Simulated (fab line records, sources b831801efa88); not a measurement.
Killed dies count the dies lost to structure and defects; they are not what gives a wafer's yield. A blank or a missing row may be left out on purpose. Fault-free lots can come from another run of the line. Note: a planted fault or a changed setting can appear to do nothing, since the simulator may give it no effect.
Which tool was responsible? | flow sky130 | 13 lots with 39 wafers sampled at 3 steps, on a route of 708 steps

== WHAT EACH GAUGE READ, for each wafer ==
SKY_METAL3_OVL_MEAS_14.
lot  | measured     | on         | METAL3_OVL (nm)
L131 | day 38 15:41 | overlay-01 | -3 1 -4
L132 | day 38 23:49 | overlay-01 | 1 3 5
L134 | day 39 17:03 | overlay-01 | 6 -1 8
L135 | day 40 02:55 | overlay-01 | -1 -5 0
L138 | day 40 20:04 | overlay-02 | 3 9 11
L141 | day 41 17:44 | overlay-01 | 12 16 7
L140 | day 41 19:58 | overlay-02 | 0 4 5
L144 | day 42 18:34 | overlay-02 | 10 8 9
L146 | day 43 01:16 | overlay-01 | 5 2 2
L147 | day 43 15:16 | overlay-02 | 10 4 8
L152 | day 45 05:26 | overlay-02 | 1 2 4
L153 | day 45 11:16 | overlay-02 | 0 -2 1
L154 | day 45 19:38 | overlay-02 | 5 4 9

SKY_VIA3_OVL_MEAS_13.
lot  | measured     | on         | VIA3_OVL (nm)
L131 | day 39 18:43 | overlay-02 | 5 -6 -5
L132 | day 40 02:47 | overlay-01 | 1 2 10
L134 | day 40 19:52 | overlay-02 | -3 -8 -5
L135 | day 41 05:52 | overlay-01 | -14 -8 -7
L138 | day 41 22:17 | overlay-01 | -5 -4 -6
L141 | day 42 20:41 | overlay-02 | -2 -3 4
L140 | day 42 22:09 | overlay-01 | 9 7 6
L144 | day 43 19:52 | overlay-02 | 1 0 2
L146 | day 44 02:28 | overlay-02 | 6 -3 2
L147 | day 44 14:44 | overlay-02 | 10 7 5
L152 | day 46 05:01 | overlay-02 | -2 -3 0
L153 | day 46 10:17 | overlay-01 | 8 2 6
L154 | day 46 17:42 | overlay-01 | -11 -8 -4

== WHAT TOOL EACH LOT RAN ON (gives the tool, then ch and the chambers of the sampled wafers, and finally the start) ==
lot  | SKY_METAL3_ETCH_17
L131 | rie-diel-03 ch 0,2,3, day 38 15:58
L132 | rie-diel-03 ch 0,3, day 38 23:58
L134 | rie-diel-04 ch 0,1,2, day 39 17:13
L135 | rie-diel-03 ch 1,2,3, day 40 03:04
L138 | rie-diel-03 ch 1,2,3, day 40 20:14
L141 | rie-diel-01 ch 0,1,2, day 41 17:53
L140 | rie-diel-03 ch 0,1,2, day 41 20:08
L144 | rie-diel-04 ch 1,2,3, day 42 18:44
L146 | rie-diel-01 ch 0,2,3, day 43 01:25
L147 | rie-diel-04 ch 0,1,3, day 43 15:26
L152 | rie-diel-01 ch 1,2,3, day 45 05:35
L153 | rie-diel-03 ch 1,3, day 45 11:25
L154 | rie-diel-01 ch 0,1,2, day 45 19:47
- SKY_METAL3_ETCH_17: etches SiO2 in C4F8/O2/Ar, stops on TiN, time 3.9 s, target depth 15 nm.

== AS READ BY THE TOOLS THEMSELVES (means over the sampled wafers that have a number; for cases with no such wafer, the mark the record gives instead) ==
SKY_METAL3_ETCH_17.
lot  | tool        | bias-w (W) | oes-product-au (a.u.)
L131 | rie-diel-03 | 1201       | 0.760
L132 | rie-diel-03 | 1198       | 0.760
L134 | rie-diel-04 | 1199       | 0.753
L135 | rie-diel-03 | 1201       | 0.761
L138 | rie-diel-03 | 1200       | 0.750
L141 | rie-diel-01 | 1198       | 0.751
L140 | rie-diel-03 | 1202       | 0.751
L144 | rie-diel-04 | 1199       | 0.760
L146 | rie-diel-01 | 1201       | 0.762
L147 | rie-diel-04 | 1199       | 0.752
L152 | rie-diel-01 | 1202       | 0.751
L153 | rie-diel-03 | 1201       | 0.759
L154 | rie-diel-01 | 1200       | 0.756

== THE ANSWER, worked out from the rows above alone ==
Rule: usual is defined by the lots themselves. Put in order of their means at a reading, lots are off if they are a third of the lots or fewer, leave a main group of 4 or more, and stand apart from it by a gap of 3 or more times the standard deviation of the main group's means; of several such gaps the widest counts. A main group is skipped when, at the precision printed for the reading in the tables above, its means are all equal. Also off: a lot with no number at a reading for which 4 or more lots have one. The other lots that the step has rows for count as sound. The gauges are gone through in route order, then the tools' own readings, and for those a lot's mean is taken as printed above. At the first step where some lot is off, the reading lying furthest off is the one used; lots without a number count as furthest.
No lot is off on any of the readings shown, so nothing can be concluded from this.

== WHAT THE SIMULATOR PUT IN ==
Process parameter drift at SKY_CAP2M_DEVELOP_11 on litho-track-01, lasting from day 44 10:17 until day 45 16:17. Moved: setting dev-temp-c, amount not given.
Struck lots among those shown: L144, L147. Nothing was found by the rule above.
